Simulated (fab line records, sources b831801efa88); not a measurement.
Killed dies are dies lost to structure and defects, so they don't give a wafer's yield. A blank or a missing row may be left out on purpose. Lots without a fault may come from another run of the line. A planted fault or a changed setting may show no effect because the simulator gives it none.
Which tool did it? | flow gf180mcu | 12 lots, 36 wafers sampled, at 1 step of a route of 602

WHAT THE GAUGES READ, wafer by wafer
GF_V2_RS_MEAS_24: measures by four-point-probe.
lot  | measured     | on            | V2_W_RS (ohm/sq)
L075 | day 20 13:31 | film_metro-01 | 0.323 0.321 0.320
L077 | day 21 10:07 | film_metro-01 | 0.330 0.332 0.328
L081 | day 22 19:38 | film_metro-01 | 0.332 0.328 0.331
L080 | day 22 22:08 | film_metro-02 | 0.321 0.324 0.321
L083 | day 23 20:55 | film_metro-03 | 0.323 0.330 0.332
L085 | day 24 09:53 | film_metro-01 | 0.326 0.326 0.330
L087 | day 25 12:43 | film_metro-03 | 0.324 0.325 0.327
L089 | day 26 03:15 | film_metro-01 | 0.328 0.333 0.335
L090 | day 26 16:12 | film_metro-02 | 0.330 0.326 0.332
L093 | day 27 09:53 | film_metro-01 | 0.328 0.331 0.330
L095 | day 27 18:35 | film_metro-02 | 0.324 0.329 0.329
L097 | day 28 08:38 | film_metro-03 | 0.326 0.328 0.327

WHICH TOOL RAN EACH LOT (tool, then ch and the chambers of the sampled wafers, then the start)
The record holds no process step before these readings.

THE ANSWER, worked out from the rows above alone
Rule: what is usual is taken from the lots themselves. Put in order of their means at a reading, lots are off if they are a third of the lots or fewer, leave a main group of 4 or more, and stand apart from it by a gap of 3 or more times the standard deviation of the main group's means; of several such gaps the widest counts. A main group whose means are all the same, to the digits that the tables above print for the reading, isn't used. A lot without any number at a reading at which 4 lots or more have one is off too. The other lots that the step has rows for count as sound.
No lot is off at any reading shown: from this, nothing can be told.

WHAT THE SIMULATOR HAD PUT IN
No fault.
